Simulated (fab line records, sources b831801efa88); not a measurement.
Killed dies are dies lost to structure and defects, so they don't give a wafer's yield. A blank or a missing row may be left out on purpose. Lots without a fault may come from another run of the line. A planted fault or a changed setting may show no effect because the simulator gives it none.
fab line records | flow sky130
record lots=6 wafers=18 last_day=50
route steps=708 shown LDD_HVN@274 LDD_HVP@278 LDD_LDN@289 PAD_OPEN@708
lots that met no fault: from a run of the same line without faults
start_h: hours from the record's first day to the start of the lot's first wafer shown | wait_h: hours since the lot's step before | " the same as in the row above | L1.1+2: a row that stands for several wafers | - no value, or no start given | * or withheld: withheld | < > ~ a bound
route shown NAME@n: a module of which the file shows steps, and the number in the route of the first | usual: mean/standard deviation of fault-free wafers | same: alike in all rows | chamber/n: place in a boat | sites: the reading at each site | _std_site: their standard deviation | _edge_site: outer sites' mean less inner sites' | radius_mm: how far each site lies from the wafer's centre | mask NAME#n: copy n | behind: the tool/chamber that last shaped the wafer | hold: why the lot was held/for how many hours/how that ended | device: the transistor (n, p or np) that didn't switch | end of line: the same wafers' tests at the end of the route | a step without rows: its recipe alone | killed: dies lost to structure and defects at the first sort, not the wafer's yield | map: a wafer's dies, x killed, . not, _ none there
set.NAME: the setting as run; set.NAME@STEP: as run at that earlier step | model.NAME: the simulator's own value behind a step, which no gauge read
lots at some steps of the route; a table a step, a row a wafer
services: from which hour (start_h, from the record's first day; less than 0 if before it) a tool's chamber was out of use, for how many hours, and why
## steps
# step SKY_LDD_HVN_OVL_MEAS_07
# usual LDD_HVN_OVL=-0.2/1.5
# columns lot.wafer tool chamber start_h wait_h LDD_HVN_OVL[nm]
L218.1 overlay-02 - 480.99 0.1 -0.4
L218.5 " - " " -2.5
L218.6 " - " " -2.4
L219.1 overlay-02 - 520.56 0.1 -0.2
L219.3 " - " " -0.4
L219.4 " - " " -1.6
L229.2 overlay-01 - 580.49 0.1 -2.1
L229.4 " - " " -3.0
L229.6 " - " " -1.9
L231.2 overlay-01 - 617.19 0.1 -2.3
L231.3 " - " " -0.8
L231.5 " - " " -2.4
L230.1 overlay-02 - 620.03 0.1 0.1
L230.3 " - " " -0.1
L230.6 " - " " 0.2
L236.3 overlay-02 - 659.85 0.1 -0.5
L236.5 " - " " -0.9
L236.6 " - " " 1.4
# step SKY_LDD_HVN_IMPLANT_08
# recipe species=P energy_kev=60 dose_cm2=3e+13 tilt_deg=40
# step SKY_LDD_HVN_STRIP_09
# recipe chemistry=O2/N2 power_w=1400 pressure_mtorr=1500 platen_temp_c=withheld o2_flow_sccm=3000 n2_flow_sccm=300 overash_fraction=0.5
# usual chamber_pressure_mTorr=1500.0/1.4 drypump_motor_current_A=5.6/0.39 oes_product_au=0.408/0.0046 strip_time_to_endpoint_s=4.138/0.014
# columns lot.wafer tool chamber start_h wait_h chamber_pressure_mTorr drypump_motor_current_A oes_product_au rf_hours_counter_h strip_time_to_endpoint_s
L218.1 plasma_asher-03 0 481.17 0.1 1501.1 5.5 0.402 64 4.147
L218.5 " 0 " " 1498.5 5.5 0.402 - 4.155
L218.6 " 1 " " 1500.1 5.8 0.410 - 4.151
L219.1 plasma_asher-04 1 520.75 0.1 1500.6 6.0 0.404 85 4.155
L219.3 " 0 " " 1499.7 6.1 0.415 - 4.156
L219.4 " 1 " " 1499.7 6.0 0.415 - 4.153
L229.2 plasma_asher-03 0 580.67 0.1 1499.7 5.5 0.411 74 4.156
L229.4 " 1 " " 1500.6 5.8 0.410 - 4.129
L229.6 " 1 " " 1498.7 5.8 0.408 - 4.132
L231.2 plasma_asher-02 0 617.37 0.1 1499.7 4.9 0.410 50 4.149
L231.3 " 1 " " 1500.6 5.6 0.403 - 4.131
L231.5 " 1 " " 1498.7 5.6 0.412 - 4.147
L230.1 plasma_asher-02 1 620.22 0.1 1500.6 5.6 0.408 51 4.135
L230.3 " 0 " " 1497.6 4.9 0.406 - 4.148
L230.6 " 0 " " 1499.5 4.9 0.411 - 4.141
L236.3 plasma_asher-04 0 660.05 0.1 1499.4 6.1 0.406 - 4.108
L236.5 " 1 " " 1497.9 6.0 0.406 - 4.123
L236.6 " 0 " " 1501.2 6.1 0.413 - 4.111
# step SKY_LDD_HVN_TW_MEAS_10
# usual LDD_HVN_TW=1436/5.8
# columns lot.wafer tool chamber start_h wait_h LDD_HVN_TW
L218.1 film_metro-03 - 481.27 0.1 1442
L218.5 " - " " 1433
L218.6 " - " " 1440
L219.1 film_metro-04 - 520.85 0.1 1438
L219.3 " - " " 1433
L219.4 " - " " 1430
L229.2 film_metro-02 - 580.78 0.1 1445
L229.4 " - " " 1449
L229.6 " - " " 1451
L231.2 film_metro-02 - 617.48 0.1 1431
L231.3 " - " " 1442
L231.5 " - " " 1446
L230.1 film_metro-04 - 620.32 0.1 1438
L230.3 " - " " 1440
L230.6 " - " " 1443
L236.3 film_metro-04 - 660.14 0.1 1435
L236.5 " - " " 1436
L236.6 " - " " 1440
# step SKY_LDD_HVP_DEHYDRATE_00
# recipe temp_c=200 time_s=60
# step SKY_LDD_HVP_HMDS_01
# recipe prime_time_s=60 prime_temp_c=120
# step SKY_LDD_HVP_COAT_02
# recipe resist=NOVOLAK spin_rpm=3000 resist_thk_nm=300
# step SKY_LDD_HVP_SOFTBAKE_03
# recipe temp_c=90 time_s=60 resist=NOVOLAK
# step SKY_LDD_HVP_EXPOSE_04
# recipe mask_id=HVPTM na=0.6 source_shape=conventional sigma_outer=0.6 polarization=unpolarized target_cd_nm=700 dose_mj=86
# step SKY_LDD_HVP_PEB_05
# recipe temp_c=withheld time_s=* resist=NOVOLAK
# step SKY_LDD_HVP_DEVELOP_06
# recipe resist=NOVOLAK developer=TMAH develop_time_s=60 dev_temp_c=23
# step SKY_LDD_HVP_OVL_MEAS_07
# usual LDD_HVP_OVL=1.9/1.5
# columns lot.wafer tool chamber start_h wait_h LDD_HVP_OVL[nm]
L218.1 overlay-01 - 510.97 0.1 2.9
L218.5 " - " " 3.3
L218.6 " - " " 2.7
L219.1 overlay-01 - 550.14 0.1 1.8
L219.3 " - " " 2.2
L219.4 " - " " 0.5
L229.2 overlay-01 - 609.19 0.1 2.9
L229.4 " - " " 3.1
L229.6 " - " " 1.3
L231.2 overlay-01 - 646.38 0.1 -1.1
L231.3 " - " " -2.6
L231.5 " - " " 1.9
L230.1 overlay-02 - 648.66 0.1 -1.1
L230.3 " - " " 0.1
L230.6 " - " " 1.1
L236.3 overlay-02 - 688.94 0.1 1.1
L236.5 " - " " 2.6
L236.6 " - " " 1.6
# step SKY_LDD_HVP_IMPLANT_08
# recipe species=B energy_kev=20 dose_cm2=1.7e+13 tilt_deg=17.9
# usual beam_energy_keV=20.000/0.0056 dose_ions_cm2=1.6998e+13/1.7e+10 faraday_current_uA=95.8/1.8
# columns lot.wafer tool chamber start_h wait_h beam_energy_keV dose_ions_cm2 faraday_current_uA
L218.1 implanter-02 0 511.01 0.0 20.007 1.702e+13 97.6
L218.5 " 0 " " 20.001 1.7002e+13 94.5
L218.6 " 0 " " 19.999 1.703e+13 95.0
L219.1 implanter-01 0 550.17 0.0 20.002 1.6992e+13 94.5
L219.3 " 0 " " 20.008 1.6999e+13 95.5
L219.4 " 0 " " 20.003 1.6982e+13 99.4
L229.2 implanter-02 0 609.25 0.0 20.003 7.66e+12 43.5
L229.4 " 0 " " 20.002 7.666e+12 42.2
L229.6 " 0 " " 19.999 7.664e+12 43.2
L231.2 implanter-01 0 646.44 0.0 20.006 1.7003e+13 97.0
L231.3 " 0 " " 20.004 1.7002e+13 94.6
L231.5 " 0 " " 20.007 1.6974e+13 97.5
L230.1 implanter-02 0 648.70 0.0 20.001 7.699e+12 43.1
L230.3 " 0 " " 20.010 7.661e+12 42.7
L230.6 " 0 " " 19.993 7.677e+12 42.1
L236.3 implanter-01 0 689.01 0.1 19.995 1.7013e+13 95.4
L236.5 " 0 " " 19.997 1.6968e+13 96.0
L236.6 " 0 " " 20.001 1.6978e+13 98.1
# step SKY_LDD_HVP_STRIP_09
# recipe chemistry=O2/N2 power_w=1400 pressure_mtorr=1500 platen_temp_c=withheld o2_flow_sccm=3000 n2_flow_sccm=300 overash_fraction=0.5
# usual chamber_pressure_mTorr=1499.9/1.4 drypump_motor_current_A=5.4/0.32 oes_product_au=0.409/0.0045 strip_time_to_endpoint_s=4.137/0.014
# columns lot.wafer tool chamber start_h wait_h chamber_pressure_mTorr drypump_motor_current_A oes_product_au rf_hours_counter_h strip_time_to_endpoint_s
L218.1 plasma_asher-03 0 511.16 0.1 1501.9 5.5 0.406 67 4.143
L218.5 " 1 " " 1500.3 5.7 0.410 - 4.145
L218.6 " 0 " " 1499.5 5.5 0.412 - 4.129
L219.1 plasma_asher-03 0 550.32 0.1 1500.4 5.5 0.405 71 4.149
L219.3 " 0 " " 1502.3 5.5 0.413 - 4.156
L219.4 " 1 " " 1498.5 5.7 0.412 - 4.157
L229.2 plasma_asher-01 1 609.37 0.1 1499.6 5.3 0.404 18 4.123
L229.4 " 0 " " 1502.1 4.8 0.411 - 4.103
L229.6 " 1 " " 1496.9 5.3 0.413 - 4.121
L231.2 plasma_asher-02 0 646.56 0.1 1500.2 4.9 0.410 53 4.147
L231.3 " 0 " " 1498.1 4.9 0.409 - 4.135
L231.5 " 0 " " 1500.8 4.9 0.415 - 4.135
L230.1 plasma_asher-02 0 648.85 0.1 1500.4 5.0 0.414 53 4.138
L230.3 " 1 " " 1501.5 5.6 0.416 - 4.120
L230.6 " 0 " " 1500.2 5.0 0.411 - 4.121
L236.3 plasma_asher-01 0 689.14 0.1 1501.4 4.8 0.411 - 4.149
L236.5 " 0 " " 1499.6 4.8 0.410 - 4.136
L236.6 " 1 " " 1500.1 5.3 0.408 - 4.159
# step SKY_LDD_HVP_TW_MEAS_10
# usual LDD_HVP_TW=457.9/3
# columns lot.wafer tool chamber start_h wait_h LDD_HVP_TW
L218.1 film_metro-03 - 511.26 0.1 453.7
L218.5 " - " " 457.2
L218.6 " - " " 455.8
L219.1 film_metro-02 - 550.42 0.1 459.3
L219.3 " - " " 459.5
L219.4 " - " " 459.9
L229.2 film_metro-03 - 609.48 0.1 355.5
L229.4 " - " " 356.1
L229.6 " - " " 356.3
L231.2 film_metro-02 - 646.67 0.1 456.2
L231.3 " - " " 457.9
L231.5 " - " " 456.1
L230.1 film_metro-01 - 648.95 0.1 361.4
L230.3 " - " " 363.5
L230.6 " - " " 361.0
L236.3 film_metro-03 - 689.23 0.1 452.7
L236.5 " - " " 453.3
L236.6 " - " " 452.6
# step SKY_LDD_LDN_DEHYDRATE_00
# recipe temp_c=200 time_s=60
# step SKY_PAD_OPEN_PROBE_99
# usual killed_at_M0_to_M3=44/7 killed_at_M4_up=3.0/1.9 killed_at_contacts=24/5.4 killed_at_front_end=15/4.6 killed_at_other=0.3/0.5 killed_dies=87/10 killed_open=47/7 killed_short=40/6.2
# same gross_dies=492 killed_at_back_side=0
# columns lot.wafer tool chamber start_h wait_h killed_at_M0_to_M3 killed_at_M4_up killed_at_contacts killed_at_front_end killed_at_other killed_dies killed_open killed_short model.etest.tip_p_5v.rs_ohm_sq model.etest.pfet_g5v0d10v5.r_on_ohm_um model.etest.tip_p_5v.rs_ohm_sq_range model.etest.pfet_g5v0d10v5.drive_ua_um model.etest.ring_5v.delay_ps model.etest.pfet_g5v0d10v5.off_log10_a_um model.etest.pfet_g5v0d10v5.vt_sat_v
L218.1 prober-01 - 1085.15 0.1 38 5 28 19 0 90 51 39 2856 4686 54.29 347.8 43.68 -12.27 -0.6068
L218.5 prober-01 - 1085.35 0.2 47 5 25 13 0 90 52 38 2858 4766 54.83 341.1 45 -12.35 -0.6276
L218.6 prober-01 - 1085.40 0.2 54 1 29 12 0 96 52 44 2865 4777 87.4 343.3 44.22 -12.46 -0.6089
L219.1 prober-02 - 1109.01 0.1 45 1 13 13 0 72 34 38 2880 4763 107.3 337.1 44.44 -12.31 -0.61
L219.3 prober-02 - 1109.11 0.2 42 5 22 13 0 82 44 38 2864 4728 42.28 340.1 44.04 -12.45 -0.6256
L219.4 prober-02 - 1109.16 0.2 44 1 26 8 0 79 41 38 2882 4824 91.99 332.5 44.74 -12.62 -0.6555
L229.2 prober-02 - 1151.86 0.1 50 1 14 16 0 81 39 42 5226 5157 209.6 314.9 46 -13.36 -0.7373
L229.4 prober-02 - 1151.96 0.2 59 6 16 26 0 107 55 52 5262 5052 338.4 322.7 44.95 -13.27 -0.6996
L229.6 prober-02 - 1152.06 0.2 33 5 28 21 0 87 49 38 5258 5140 404.5 313.3 45.69 -13.43 -0.7225
L231.2 prober-01 - 1170.10 0.1 40 2 27 15 1 85 47 38 2855 4786 96.43 337.1 45.11 -12.57 -0.6372
L231.3 prober-01 - 1170.15 0.2 32 3 23 15 0 73 39 34 2825 4689 71.48 348.3 43.99 -12.19 -0.598
L231.5 prober-01 - 1170.25 0.2 48 6 20 17 0 91 57 34 2845 4748 67.96 339.7 45.28 -12.44 -0.6186
L230.1 prober-01 - 1178.80 0.1 55 4 24 21 0 104 55 49 5183 4995 243.5 323.5 45.1 -13.2 -0.7069
L230.3 prober-01 - 1178.90 0.2 34 8 33 11 0 86 43 43 5206 4992 336.4 321.1 45.45 -13.21 -0.7196
L230.6 prober-01 - 1179.05 0.2 57 5 23 12 1 98 56 42 5159 5041 227.7 320.2 45.02 -13.3 -0.7144
L236.3 prober-01 - 1198.41 0.2 45 3 24 15 0 87 46 41 2838 4699 99.16 350.8 44.17 -12.16 -0.5847
L236.5 prober-01 - 1198.51 0.2 40 1 26 10 1 78 45 33 2825 4705 58.15 345.4 44.29 -12.09 -0.5913
L236.6 prober-01 - 1198.56 0.2 45 0 22 16 0 83 38 45 2827 4725 81.4 349.2 43.87 -12.44 -0.6262
# killed by level:class
L218.1 LI_CONTACT:geometric_particle:open=11 METAL2:geometric_particle:short=10 CONTACT:geometric_particle:open=8 FIELD_ISO:geometric_particle:short=5 VIA1:geometric_particle:open=5 VIA2:geometric_particle:open=5 FIELD_ISO:geometric_particle:open=4 SPACER:geometric_particle:open=4
L218.5 VIA1:geometric_particle:open=13 LI_CONTACT:geometric_particle:open=10 CONTACT:geometric_particle:open=8 METAL1:geometric_particle:short=7 VIA3:geometric_particle:open=6 METAL4:geometric_particle:short=5 METAL2:geometric_particle:short=4 VIA2:geometric_particle:open=4
L218.6 CONTACT:geometric_particle:open=12 METAL1:geometric_particle:short=12 VIA3:geometric_particle:open=10 VIA1:geometric_particle:open=9 LI_CONTACT:geometric_particle:open=7 VIA2:geometric_particle:open=7 LOCAL_INTERCONNECT:geometric_particle:short=5 VIA1:geometric_particle:short=5
L219.1 VIA1:geometric_particle:short=10 VIA1:geometric_particle:open=9 METAL1:geometric_particle:short=7 CONTACT:geometric_particle:open=5 VIA2:geometric_particle:open=5 VIA3:geometric_particle:short=5 FIELD_ISO:geometric_particle:open=4 FIELD_ISO:geometric_particle:short=4
L219.3 VIA1:geometric_particle:open=14 CONTACT:geometric_particle:open=8 METAL1:geometric_particle:short=7 FIELD_ISO:geometric_particle:short=5 LOCAL_INTERCONNECT:geometric_particle:short=5 VIA2:geometric_particle:open=5 LI_CONTACT:geometric_particle:open=4 CONTACT:geometric_particle:short=3
L219.4 VIA1:geometric_particle:open=10 CONTACT:geometric_particle:open=9 LI_CONTACT:geometric_particle:open=8 METAL3:geometric_particle:short=7 METAL1:geometric_particle:short=6 METAL2:geometric_particle:short=5 LOCAL_INTERCONNECT:geometric_particle:short=4 LI_CONTACT:geometric_particle:short=3
L229.2 VIA1:geometric_particle:open=9 METAL1:geometric_particle:short=8 FIELD_ISO:geometric_particle:short=7 VIA3:geometric_particle:open=7 LI_CONTACT:geometric_particle:open=6 VIA1:geometric_particle:short=6 VIA2:geometric_particle:open=6 POLY_GATE:geometric_particle:short=4
L229.4 POLY_GATE:geometric_particle:open=15 VIA1:geometric_particle:open=15 METAL1:geometric_particle:short=10 VIA3:geometric_particle:short=7 METAL2:geometric_particle:short=7 VIA3:geometric_particle:open=6 POLY_GATE:geometric_particle:short=5 LI_CONTACT:geometric_particle:open=5
L229.6 VIA1:geometric_particle:open=12 CONTACT:geometric_particle:open=8 LI_CONTACT:geometric_particle:open=7 LOCAL_INTERCONNECT:geometric_particle:short=7 FIELD_ISO:geometric_particle:short=6 POLY_GATE:geometric_particle:open=6 VIA1:geometric_particle:short=5 FIELD_ISO:geometric_particle:open=4
L231.2 LI_CONTACT:geometric_particle:open=10 VIA2:geometric_particle:open=8 VIA1:geometric_particle:open=7 CONTACT:geometric_particle:open=6 VIA3:geometric_particle:open=6 CONTACT:geometric_particle:short=5 VIA1:geometric_particle:short=5 METAL2:geometric_particle:short=4
L231.3 LI_CONTACT:geometric_particle:open=9 VIA3:geometric_particle:open=7 CONTACT:geometric_particle:open=6 VIA3:geometric_particle:short=5 METAL1:geometric_particle:short=5 VIA2:geometric_particle:open=5 POLY_GATE:geometric_particle:open=4 POLY_GATE:geometric_particle:short=3
L231.5 VIA1:geometric_particle:open=18 LI_CONTACT:geometric_particle:open=8 CONTACT:geometric_particle:open=7 VIA2:geometric_particle:open=6 METAL1:geometric_particle:short=5 METAL2:geometric_particle:short=5 FIELD_ISO:geometric_particle:open=4 POLY_GATE:geometric_particle:short=4
L230.1 VIA1:geometric_particle:open=13 LI_CONTACT:geometric_particle:open=8 CONTACT:geometric_particle:open=8 VIA3:geometric_particle:open=8 VIA1:geometric_particle:short=7 METAL2:geometric_particle:short=7 FIELD_ISO:geometric_particle:short=6 METAL1:geometric_particle:short=6
L230.3 CONTACT:geometric_particle:open=14 VIA1:geometric_particle:open=12 VIA1:geometric_particle:short=10 LI_CONTACT:geometric_particle:open=7 LOCAL_INTERCONNECT:geometric_particle:short=7 METAL4:geometric_particle:short=5 FIELD_ISO:geometric_particle:short=4 LI_CONTACT:geometric_particle:short=4
L230.6 VIA1:geometric_particle:open=13 CONTACT:geometric_particle:open=10 VIA3:geometric_particle:open=9 LI_CONTACT:geometric_particle:open=8 VIA1:geometric_particle:short=8 VIA2:geometric_particle:open=6 METAL1:geometric_particle:short=5 VIA3:geometric_particle:short=5
L236.3 VIA1:geometric_particle:open=13 LOCAL_INTERCONNECT:geometric_particle:short=7 LI_CONTACT:geometric_particle:open=6 CONTACT:geometric_particle:open=6 VIA1:geometric_particle:short=6 METAL2:geometric_particle:short=6 METAL1:geometric_particle:short=5 VIA3:geometric_particle:open=5
L236.5 VIA1:geometric_particle:open=12 LI_CONTACT:geometric_particle:open=8 LI_CONTACT:geometric_particle:short=7 CONTACT:geometric_particle:open=6 METAL1:geometric_particle:short=6 VIA2:geometric_particle:open=5 FIELD_ISO:geometric_particle:open=4 METAL2:geometric_particle:short=4
L236.6 VIA1:geometric_particle:open=10 CONTACT:geometric_particle:open=10 FIELD_ISO:geometric_particle:short=9 METAL1:geometric_particle:short=6 VIA3:geometric_particle:open=6 METAL2:geometric_particle:short=5 LI_CONTACT:geometric_particle:short=4 CONTACT:geometric_particle:short=4
## services
# columns tool chamber start_h hours kind
plasma_asher-01 - 496.56 2.8 pm
plasma_asher-01 - 505.16 2.3 repair
plasma_asher-01 - 557.33 1.6 repair
plasma_asher-02 - 595.70 1.3 repair
implanter-02 - 638.65 0.9 repair
plasma_asher-04 - 644.00 2.8 pm
plasma_asher-03 - 681.79 2.5 repair
## key
first_sign step=SKY_LDD_HVP_IMPLANT_08 reading=dose_ions_cm2 direction=down sigmas=99+ usual=* struck=*
effect step=SKY_LDD_HVP_IMPLANT_08 reading=faraday_current_uA direction=down sigmas=30 usual=95.8 struck=42.8
effect step=SKY_LDD_HVP_TW_MEAS_10 reading=LDD_HVP_TW direction=down sigmas=33 usual=457.9 struck=358.9
model_effect step=SKY_PAD_OPEN_PROBE_99 value=etest.tip_p_5v.rs_ohm_sq without=2867 struck=5215
met_at SKY_LDD_HVP_IMPLANT_08
struck_wafers L229.2,L229.4,L229.6,L230.1,L230.3,L230.6
tester_left_out L229,L230
onset_between 511.01 609.25
fault kind=process_parameter_drift tool=implanter-02 chamber=- onset_h=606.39 steps=SKY_LDD_HVP_IMPLANT_08 channel=dose_cm2 offset=* shape=step end_h=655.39 acts_in=* stated=*
# tester_left_out: of these lots the tester's yield and bins aren't shown, on N5 and GAA mostly nor the transistor test; their killed dies are dies lost to structure and defects alone, not to doping, threshold or leakage, so they don't give the yield
